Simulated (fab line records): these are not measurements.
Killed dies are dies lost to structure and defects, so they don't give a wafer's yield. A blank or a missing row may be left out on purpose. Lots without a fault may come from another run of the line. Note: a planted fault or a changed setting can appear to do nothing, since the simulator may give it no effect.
fab line records    flow gf180mcu
record: lots: 6  wafers: 18  last_day: 34
route steps=602 shown V3@438
lots with no fault: from the same line, run without faults
start_h: hours from the record's opening day to when the first of the lot's shown wafers began    wait_h: hours since the lot's step before    " same as the row above    L1.1+2: a row that stands for several wafers    - no value present, or no start provided    * or withheld: withheld    < > ~ a bound
route shown NAME@n: names a module that has steps shown in the file, with the first one's number in the route    usual: the fault-free wafers' mean and standard deviation    same: alike in all rows    chamber/n: place in a boat    sites: the reading at each site    _std_site: their standard deviation    _edge_site: the outer-site mean with the inner-site mean subtracted    radius_mm: for every site, how far away it sits from the centre of the wafer    mask NAME#n: copy n    behind: tool/chamber where the wafer was last shaped    hold: the reason the lot was held/the length of the hold in hours/how it ended    device: transistor that didn't switch, given as n, p or np    end of line: the same wafers' tests at the end of the route    a step with no rows: only its recipe    killed: dies lost to structure and defects at the first sort, not the wafer's yield    map: the dies of a wafer, with x for killed, . for not killed, _ for no die there
set.NAME: the setting the step ran with; set.NAME@STEP: the setting that earlier step ran with    model.NAME: the simulator's own value behind a step, which no gauge read
a table for each step, a row for each wafer; lots at some steps of the route
services: a tool's chamber out of use, with start hour (start_h, from the record's first day; less than 0 if before it), hours out, and reason
== steps ==
step: GF_V3_COAT_09
recipe: resist: KrF  spin_rpm: withheld  resist_thk_nm: 1000
step: GF_V3_SOFTBAKE_10
recipe: temp_c: 130  time_s: 60  resist: KrF
step: GF_V3_EXPOSE_11
recipe: mask_id: Via3  target_cd_nm: 260  na: 0.68  source_shape: conventional  sigma_outer: 0.6  dose_mj: 38
step: GF_V3_PEB_12
recipe: peb_temp_c: 135  peb_time_s: 90  resist: KrF
step: GF_V3_DEVELOP_13
recipe: develop_time_s: 60  resist: KrF  dev_temp_c: 21
step: GF_V3_CD_MEAS_14
recipe: target_cd_nm: 260
usual: cd_nm: 259.9/1.1
lot.wafer  tool       chamber  start_h  wait_h  cd_nm
L356.1     cd_sem-01  -        559.73   0.1     260.7
L356.3     "          -        "        "       261.4
L356.5     "          -        "        "       261.4
L369.1     cd_sem-01  -        665.67   0.1     259.2
L369.2     "          -        "        "       259.7
L369.5     "          -        "        "       260.8
L370.1     cd_sem-02  -        669.78   0.1     261.2
L370.2     "          -        "        "       261.5
L370.4     "          -        "        "       262.0
L372.2     cd_sem-01  -        675.69   0.1     260.7
L372.3     "          -        "        "       260.8
L372.6     "          -        "        "       259.7
L374.2     cd_sem-02  -        689.85   0.1     259.8
L374.4     "          -        "        "       258.1
L374.5     "          -        "        "       259.7
L375.4     cd_sem-02  -        691.28   0.1     260.4
L375.5     "          -        "        "       260.8
L375.6     "          -        "        "       259.7
step: GF_V3_OVL_MEAS_15
usual: V3_OVL: -4/6.8
lot.wafer  tool        chamber  start_h  wait_h  V3_OVL[nm]
L356.1     overlay-01  -        559.85   0.1     1
L356.3     "           -        "        "       2
L356.5     "           -        "        "       13
L369.1     overlay-01  -        665.79   0.1     -2
L369.2     "           -        "        "       -13
L369.5     "           -        "        "       -1
L370.1     overlay-02  -        669.90   0.1     -8
L370.2     "           -        "        "       2
L370.4     "           -        "        "       1
L372.2     overlay-01  -        675.79   0.1     -10
L372.3     "           -        "        "       -13
L372.6     "           -        "        "       -11
L374.2     overlay-01  -        689.95   0.1     0
L374.4     "           -        "        "       -2
L374.5     "           -        "        "       -1
L375.4     overlay-01  -        691.36   0.1     -12
L375.5     "           -        "        "       1
L375.6     "           -        "        "       -7
step: GF_V3_ETCH_16
recipe: chemistry: N2/H2  target_depth_a: withheld  overetch_a: withheld  time_s: withheld  target: BARC  ion_energy_ev: 200  source_w: 500  bias_w: 100  pressure_mtorr: 30  n2_flow_sccm: 100  h2_flow_sccm: 200
usual: drypump_motor_current_A: 5.6/0.46  oes_product_au: 0.854/0.0047  throttle_valve_pct: 13.224/0.0084
lot.wafer  tool         chamber  start_h  wait_h  drypump_motor_current_A  oes_product_au  throttle_valve_pct
L356.1     rie_diel-04  0        559.89   0.0     6.1                      0.854           13.227
L356.3     "            3        "        "       5.3                      0.852           13.226
L356.5     "            1        "        "       6.1                      0.855           13.223
L369.1     rie_diel-03  3        665.82   0.0     6.6                      0.852           13.225
L369.2     "            0        "        "       5.9                      0.851           13.231
L369.5     "            0        "        "       5.9                      0.847           13.234
L370.1     rie_diel-04  2        669.93   0.0     4.9                      0.851           13.235
L370.2     "            1        "        "       6.2                      0.850           13.220
L370.4     "            3        "        "       5.3                      0.855           13.214
L372.2     rie_diel-04  3        675.82   0.0     5.3                      0.861           13.226
L372.3     "            1        "        "       6.1                      0.855           13.224
L372.6     "            1        "        "       6.1                      0.854           13.223
L374.2     rie_diel-04  1        689.98   0.0     6.2                      0.850           13.230
L374.4     "            2        "        "       4.9                      0.855           13.232
L374.5     "            0        "        "       6.1                      0.849           13.221
L375.4     rie_diel-01  0        691.37   0.0     5.6                      0.863           13.230
L375.5     "            3        "        "       5.5                      0.858           13.236
L375.6     "            2        "        "       5.2                      0.858           13.213
step: GF_V3_ETCH_17
recipe: chemistry: C4F8/O2/Ar  mask_material: KrF  target: SiO2  stop_on: TiN  source_w: 1500  bias_w: 1200  pressure_mtorr: 40  c4f8_flow_sccm: withheld  O2_flow_sccm: 6  Ar_flow_sccm: 300  time_s: withheld  target_depth_a: 6350
usual: oes_product_au: 0.856/0.0044
lot.wafer  tool         chamber  start_h  wait_h  oes_product_au
L356.1     rie_diel-04  0        -        -       0.854
L356.3     "            3        "        "       0.857
L356.5     "            1        "        "       0.857
L369.1     rie_diel-03  3        -        -       0.856
L369.2     "            0        "        "       0.849
L369.5     "            0        "        "       0.852
L370.1     rie_diel-04  2        -        -       0.855
L370.2     "            1        "        "       0.858
L370.4     "            3        "        "       0.853
L372.2     rie_diel-04  3        -        -       0.858
L372.3     "            1        "        "       0.856
L372.6     "            1        "        "       0.858
L374.2     rie_diel-04  1        -        -       0.855
L374.4     "            2        "        "       0.852
L374.5     "            0        "        "       0.853
L375.4     rie_diel-01  0        -        -       0.856
L375.5     "            3        "        "       0.855
L375.6     "            2        "        "       0.854
step: GF_V3_STRIP_18
recipe: chemistry: O2/N2  power_w: 1400  pressure_mtorr: 1500  platen_temp_c: 250  o2_flow_sccm: 3000  n2_flow_sccm: 300  overash_fraction: 0.5
usual: drypump_motor_current_A: 5.8/0.47  heater_power_w: 324/30  oes_product_au: 0.593/0.0049
lot.wafer  tool             chamber  start_h  wait_h  drypump_motor_current_A  heater_power_w  oes_product_au  rf_hours_counter_h
L356.1     plasma_asher-01  1        560.01   -       5.4                      304             0.591           79
L356.3     "                0        "        "       5.8                      271             0.599           -
L356.5     "                1        "        "       5.4                      306             0.591           -
L369.1     plasma_asher-02  0        665.95   -       6.5                      308             0.594           24
L369.2     "                1        "        "       5.7                      363             0.597           24
L369.5     "                0        "        "       6.5                      314             0.593           -
L370.1     plasma_asher-01  1        670.06   -       5.4                      311             0.597           91
L370.2     "                0        "        "       5.8                      271             0.588           91
L370.4     "                0        "        "       5.9                      269             0.606           -
L372.2     plasma_asher-02  0        675.95   -       6.5                      313             0.599           25
L372.3     "                0        "        "       6.5                      310             0.589           -
L372.6     "                1        "        "       5.7                      365             0.589           -
L374.2     plasma_asher-03  1        690.11   -       5.2                      329             0.584           58
L374.4     "                1        "        "       5.2                      322             0.590           -
L374.5     "                0        "        "       6.2                      349             0.596           -
L375.4     plasma_asher-01  0        691.54   -       5.9                      269             0.597           -
L375.5     "                1        "        "       5.4                      300             0.586           -
L375.6     "                0        "        "       5.9                      278             0.595           -
step: GF_V3_STRIP_19
recipe: chemistry: post_etch_residue_remover  time_s: 1200  temp_c: 72.5
step: GF_V3_CLEAN_20
recipe: chemistry: DIW  dry: n2_spin
step: GF_V3_SPUTTER_21
recipe: material: Ti  target_thk_nm: 15  chamber_pressure_pa: 5  power_w: 2500  substrate_temp_c: 200  time_s: 80.02
usual: cathode_dc_power_W: 2500.0/0.47  chamber_pressure_pa: 4.999/0.011  throttle_valve_pct: 30.1/1.3
lot.wafer  tool            chamber  start_h  wait_h  cathode_dc_power_W  chamber_pressure_pa  throttle_valve_pct
L356.1     pvd_sputter-01  -        560.55   0.0     2499.8              5.005                29.5
L356.3     "               -        "        "       2499.8              4.980                30.4
L356.5     "               -        "        "       2500.9              5.004                29.7
L369.1     pvd_sputter-04  -        666.89   0.0     -                   -                    -
L369.2     "               -        "        "       -                   -                    -
L369.5     "               -        "        "       -                   -                    -
L370.1     pvd_sputter-02  -        670.64   0.0     -                   -                    -
L370.2     "               -        "        "       -                   -                    -
L370.4     "               -        "        "       -                   -                    -
L372.2     pvd_sputter-01  -        676.58   0.0     2500.7              4.995                30.9
L372.3     "               -        "        "       2500.0              4.994                31.0
L372.6     "               -        "        "       2499.9              5.022                29.8
L374.2     pvd_sputter-02  -        690.74   0.0     2499.7              4.998                28.3
L374.4     "               -        "        "       2499.8              5.018                29.3
L374.5     "               -        "        "       2500.9              5.003                29.8
L375.4     pvd_sputter-04  -        692.07   0.0     2500.3              4.999                29.9
L375.5     "               -        "        "       2499.8              4.989                33.0
L375.6     "               -        "        "       2499.7              5.007                29.8
step: GF_V3_SPUTTER_22
recipe: material: TiN  target_thk_nm: 10  chamber_pressure_pa: 5  power_w: 4000  time_s: 40
usual: cathode_dc_power_W: 4000.0/0.69  chamber_pressure_pa: 5.001/0.011  throttle_valve_pct: 30.1/1.3
lot.wafer  tool            chamber  start_h  wait_h  cathode_dc_power_W  chamber_pressure_pa  throttle_valve_pct
L356.1     pvd_sputter-01  -        560.61   0.0     3999.9              4.983                29.5
L356.3     "               -        "        "       4000.4              4.982                30.6
L356.5     "               -        "        "       4000.4              4.991                29.9
L369.1     pvd_sputter-04  -        666.95   0.0     3999.7              5.013                30.4
L369.2     "               -        "        "       3999.9              4.989                33.1
L369.5     "               -        "        "       3999.1              4.998                33.4
L370.1     pvd_sputter-02  -        670.70   0.0     4000.1              5.009                28.8
L370.2     "               -        "        "       4000.5              5.013                30.0
L370.4     "               -        "        "       3999.8              4.997                29.7
L372.2     pvd_sputter-01  -        676.64   0.0     4000.3              5.007                30.7
L372.3     "               -        "        "       3999.9              5.010                30.5
L372.6     "               -        "        "       4000.7              5.006                29.9
L374.2     pvd_sputter-02  -        690.80   0.0     3999.2              5.011                28.6
L374.4     "               -        "        "       4000.8              5.000                29.5
L374.5     "               -        "        "       3999.5              4.985                29.8
L375.4     pvd_sputter-04  -        692.13   0.0     4000.8              4.984                29.8
L375.5     "               -        "        "       4000.7              4.989                33.6
L375.6     "               -        "        "       3999.2              5.002                29.8
== services ==
tool             chamber  start_h  hours  kind
rie_diel-03      3        544.44   2.3    repair
rie_diel-04      0        548.93   6.8    repair
rie_diel-04      2        555.11   6.5    repair
pvd_sputter-01   -        557.31   3.1    repair
plasma_asher-02  -        571.08   1.4    repair
pvd_sputter-02   -        581.57   7.5    repair
plasma_asher-03  -        586.66   3.5    repair
pvd_sputter-01   -        588.58   15.1   repair
rie_diel-04      1        600.68   3.8    repair
rie_diel-04      1        609.56   3.6    repair
rie_diel-04      0        619.81   4.6    repair
rie_diel-03      -        641.77   0.4    repair
rie_diel-04      0        648.04   29.1   repair
rie_diel-04      2        649.18   3.7    repair
pvd_sputter-02   -        652.98   1.2    repair
== key ==
first_sign: step: GF_V3_SPUTTER_21  reading: tool_record  direction: missing
effect none on later readings
met_at GF_V3_SPUTTER_21
struck_wafers L369.1,L369.2,L369.5,L370.1,L370.2,L370.4
later_rows_left_out L369.1,L369.2,L369.5,L370.1,L370.2,L370.4
sort_left_out L369.1,L369.2,L369.5,L370.1,L370.2,L370.4
fault: kind: skipped_step_whole  tool: pvd_sputter-02,pvd_sputter-04  chamber: -  onset_h: 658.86  steps: GF_V3_SPUTTER_21  scope: struck_lots_only
sort_left_out: the simulated sort isn't trusted on such a fault, so these wafers' sort isn't shown, and their yield isn't known
later_rows_left_out: the simulator's readings of these wafers behind a module that went badly wrong aren't trusted and aren't shown, but for the sort
